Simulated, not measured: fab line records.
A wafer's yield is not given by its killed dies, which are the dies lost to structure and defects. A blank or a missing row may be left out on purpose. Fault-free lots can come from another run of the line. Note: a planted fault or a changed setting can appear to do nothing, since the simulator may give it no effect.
8D (eight disciplines) problem report, filled in by code || flow sky130 || the parts of the form that need people (team, actions taken, sign-off) are left out

1. WHAT IS WRONG
dose_ions_cm2 at SKY_LDD_N_IMPLANT_10 reads a mean of 5.461e+13 on 9 wafers of 3 lots; wafers without a fault read 7.499e+13 with a standard deviation of 8.6e+10. So: -99 or more standard deviations from the usual mean.
The first sign was on wafer L997.1 at day 22 19:35, on implanter-01. Wafers with a number at this step in the record: 33, from 11 lots. Rule for "out" (also "out of limits"): further than 4 standard deviations from the usual mean. The other wafers with a number count as sound.

2. WHAT IT IS AND WHAT IT IS NOT
{"question": "which readings at this step", "is": "dose_ions_cm2, faraday_current_uA", "is not": "-"}
{"question": "which lots", "is": "L101, L997, L998", "is not": "L102, L103, L104, L105, L106, L984, L990, L991"}
{"question": "which wafers of those lots", "is": "all that have a number", "is not": "-"}
{"question": "read on which tools", "is": "implanter-01", "is not": "implanter-02, implanter-03"}
{"question": "when", "is": "from day 22 19:35", "is not": "up to then (9 sound wafers); but 15 sound wafers of L102, L103, L104, L105, L106 came after"}

3. SUSPECTS, AND WHAT RULES EACH OUT
Counting: a tool at a process step up to the reading stays a suspect if it ran every lot that is out and no sound lot after the first of them.
- implanter-01 at SKY_LDD_N_IMPLANT_10: ruled out as a lasting fault. Following L997 (day 22 19:35), the first lot on it that is out, the sound lots L104 were run on it.
Left after counting: nothing in the record.

4. THE CAUSE (what the simulator had put in)
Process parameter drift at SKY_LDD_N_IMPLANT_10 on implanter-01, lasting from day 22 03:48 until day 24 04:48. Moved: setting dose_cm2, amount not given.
Counting ruled it out, wrongly.

5. THE CHAIN OF EFFECTS, in route order
Each row: a reading where the mean over the struck wafers with a number is more than 3 standard deviations away from the usual. Readings are gone through only where the record gives a usual standard deviation; hours: the median, over the lots, of the time from a lot's start at the first step in this table giving one to that lot's start at this step; sigmas: the change measured in usual standard deviations.
{"hours": 0, "step": "SKY_LDD_N_IMPLANT_10", "reading": "dose_ions_cm2", "usual": 7.499e+13, "on struck wafers": 5.461e+13, "change": -2.038e+13, "sigmas": "-99 or more"}
{"hours": 0, "step": "SKY_LDD_N_IMPLANT_10", "reading": "faraday_current_uA", "usual": 424, "on struck wafers": 306, "change": -118, "sigmas": -13}
{"hours": 1, "step": "SKY_LDD_N_STRIP_16", "reading": "strip_time_to_endpoint_s", "usual": "4.308 s", "on struck wafers": 4.250, "change": -0.058, "sigmas": -4.2}
Process steps it contains:
- SKY_LDD_N_IMPLANT_10
- SKY_LDD_N_STRIP_16: strips in O2/N2.
Later measuring or inspecting steps at which every struck wafer that the step has a row for has a number for every such reading, and none has moved that far: SKY_POLY_CUT_OVL_MEAS_09.

6. WHAT WOULD HAVE CAUGHT IT SOONER
In this record the first reading out of limits was taken at day 22 19:35, 16 hours after the fault began at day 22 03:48.
